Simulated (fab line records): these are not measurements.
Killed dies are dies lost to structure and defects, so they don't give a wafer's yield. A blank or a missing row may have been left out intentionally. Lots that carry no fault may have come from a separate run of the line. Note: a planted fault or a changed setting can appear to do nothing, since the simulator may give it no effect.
Chamber matching | flow gf180mcu | GF_V1_CMP_26 on cmp-02 has 4 sister chambers
The step polishes, stops on SiO2, t overpolish 15 s, target thk 0 nm. 4 wafers are shown with their chamber, then 8 later ones without.

== EACH WAFER AND ITS CHAMBER ==
wafer  | chamber | motor current A (A)
L488.1 | 1       | 13.5
L488.3 | 0       | 8.8
L488.6 | 3       | 12.7
L497.1 | 2       | 10.0

== WAFERS WITH NO CHAMBER GIVEN ==
wafer  | motor current A (A)
L497.2 | 14.2
L497.6 | 13.2
L498.2 | 12.8
L498.4 | 9.8
L498.6 | 13.7
L499.1 | 12.6
L499.3 | 9.3
L499.5 | 13.8

== EACH ONE'S CHAMBER ==
wafer  | from the rows above     | in truth
L497.2 | 1                       | 1
L497.6 | can't be placed: 1 or 3 | 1
L498.2 | can't be placed: 3 or 1 | 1
L498.4 | 2                       | 2
L498.6 | 1                       | 1
L499.1 | 3                       | 3
L499.3 | can't be placed: 0 or 2 | 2
L499.5 | 1                       | 1
Placed correctly: 5 of 8. Not placeable from these rows: 3 (in 3, the candidates include the true chamber). Wrongly placed: 0.
How it was worked out, from the rows above alone: a wafer's distance from a chamber is the root of the sum, over the readings, of the square of ((its reading less the chamber's mean) divided by the reading's scatter). The wafer belongs to the nearest chamber; if the next one is less than 2 further off, it can't be placed. Each chamber's mean is taken over the wafers shown for it. The scatter: root of mean squared gap, hidden wafer to nearest shown wafer, with one shown wafer a chamber.
